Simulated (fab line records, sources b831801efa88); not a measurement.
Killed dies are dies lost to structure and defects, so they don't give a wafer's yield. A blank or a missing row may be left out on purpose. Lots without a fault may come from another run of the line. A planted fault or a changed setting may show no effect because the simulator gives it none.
Which tool did it? | flow gf180mcu | 15 lots, 45 wafers sampled, at 4 steps of a route of 602

WHAT THE GAUGES READ, wafer by wafer
GF_VT_IMPLANT_TW_MEAS_43.
lot  | measured     | on            | VT_IMPLANT_4_TW
L371 | day 7 22:08  | film_metro-04 | 679 677 681
L372 | day 8 01:29  | film_metro-04 | 676 681 681
L373 | day 8 09:07  | film_metro-03 | 692 691 693
L374 | day 8 15:08  | film_metro-03 | 689 686 695
L375 | day 8 21:37  | film_metro-01 | 687 691 690
L376 | day 9 05:05  | film_metro-03 | 697 692 695
L379 | day 10 10:20 | film_metro-01 | 685 685 687
L380 | day 10 12:32 | film_metro-01 | 689 683 688
L382 | day 11 00:26 | film_metro-03 | 696 689 690
L387 | day 12 06:24 | film_metro-03 | 692 692 690
L388 | day 12 14:40 | film_metro-03 | 694 689 693
L389 | day 12 21:29 | film_metro-01 | 684 683 685
L390 | day 13 00:23 | film_metro-01 | 684 687 685
L391 | day 13 07:53 | film_metro-01 | 684 684 691
L393 | day 13 21:24 | film_metro-04 | 681 675 675

GF_HV_LDD_TW_MEAS_11.
lot  | measured     | on            | HV_LDD_TW
L371 | day 10 10:41 | film_metro-04 | 2378 2379 2379
L372 | day 10 16:51 | film_metro-04 | 2366 2392 2384
L373 | day 10 22:20 | film_metro-04 | 2396 2383 2383
L374 | day 11 08:29 | film_metro-03 | 2414 2419 2415
L375 | day 11 18:41 | film_metro-04 | 2386 2375 2377
L376 | day 12 00:31 | film_metro-03 | 2426 2424 2416
L379 | day 13 07:42 | film_metro-04 | 2367 2370 2368
L380 | day 13 07:59 | film_metro-04 | 2370 2374 2363
L382 | day 13 19:59 | film_metro-02 | 2401 2415 2417
L387 | day 15 10:17 | film_metro-02 | 2419 2416 2419
L388 | day 15 18:13 | film_metro-03 | 2419 2400 2415
L389 | day 16 04:10 | film_metro-02 | 2421 2428 2423
L390 | day 16 03:53 | film_metro-02 | 2418 2427 2432
L391 | day 16 12:59 | film_metro-02 | 2436 2435 2428
L393 | day 17 00:43 | film_metro-03 | 2410 2403 2410

GF_HV_LDD_CD_MEAS_19: target cd 400 nm.
lot  | measured     | on        | cd_nm (nm)
L371 | day 11 03:59 | cd_sem-01 | 397.8 397.2 401.1
L372 | day 11 09:44 | cd_sem-01 | 397.2 398.6 400.6
L373 | day 11 15:44 | cd_sem-01 | 398.6 396.6 398.2
L374 | day 12 02:47 | cd_sem-01 | 395.9 394.4 394.6
L375 | day 12 14:08 | cd_sem-02 | 397.0 396.6 398.6
L376 | day 12 19:56 | cd_sem-02 | 400.0 399.7 398.1
L379 | day 14 01:41 | cd_sem-02 | 399.7 401.5 400.9
L380 | day 14 02:59 | cd_sem-02 | 403.0 402.1 400.3
L382 | day 14 15:02 | cd_sem-01 | 393.7 396.3 394.1
L387 | day 16 07:32 | cd_sem-01 | 400.6 401.4 399.1
L388 | day 16 16:31 | cd_sem-01 | 398.7 400.4 398.3
L389 | day 17 02:37 | cd_sem-02 | 399.6 398.7 395.9
L390 | day 17 02:01 | cd_sem-01 | 399.8 399.5 396.7
L391 | day 17 11:08 | cd_sem-02 | 398.6 397.8 398.2
L393 | day 17 23:44 | cd_sem-01 | 397.1 398.3 397.7

WHICH TOOL RAN EACH LOT (tool, then ch and the chambers of the sampled wafers, then the start)
lot  | GF_DUAL_GATE_OXIDATION_15
L371 | furnace-01 ch 0, day 8 17:35
L372 | furnace-02 ch 0, day 8 22:37
L373 | furnace-01 ch 0, day 9 04:32
L374 | furnace-01 ch 0, day 9 09:43
L375 | furnace-02 ch 0, day 9 20:28
L376 | furnace-02 ch 0, day 10 05:40
L379 | furnace-02 ch 0, day 11 12:55
L380 | furnace-02 ch 0, day 11 12:55
L382 | furnace-02 ch 0, day 11 21:31
L387 | furnace-02 ch 0, day 13 10:27
L388 | furnace-02 ch 0, day 13 19:52
L389 | furnace-01 ch 0, day 14 04:31
L390 | furnace-01 ch 0, day 14 04:31
L391 | furnace-01 ch 0, day 14 12:16
L393 | furnace-02 ch 0, day 15 00:31
- GF_DUAL_GATE_OXIDATION_15: stabilise 600 s, purge 300 s, target thk 7.098 nm.

WHAT THE TOOLS THEMSELVES READ (means of the sampled wafers that have a number; where no wafer has one, the mark that the record gives instead)
The record holds no such reading with a usual standard deviation.

THE ANSWER, worked out from the rows above alone
Rule: what is usual is taken from the lots themselves. Put in order of their means at a reading, lots are off if they are a third of the lots or fewer, leave a main group of 4 or more, and stand apart from it by a gap of 3 or more times the standard deviation of the main group's means; of several such gaps the widest counts. A main group whose means are all the same, to the digits that the tables above print for the reading, isn't used. A lot without any number at a reading at which 4 lots or more have one is off too. The other lots that the step has rows for count as sound. The gauges are gone through in route order, then the tools' own readings, and for those a lot's mean is taken as printed above. The first step at which some lot is off is used, and at that step the reading that is off furthest; a lot without a number counts as furthest.
No lot is off at any reading shown: from this, nothing can be told.

WHAT THE SIMULATOR HAD PUT IN
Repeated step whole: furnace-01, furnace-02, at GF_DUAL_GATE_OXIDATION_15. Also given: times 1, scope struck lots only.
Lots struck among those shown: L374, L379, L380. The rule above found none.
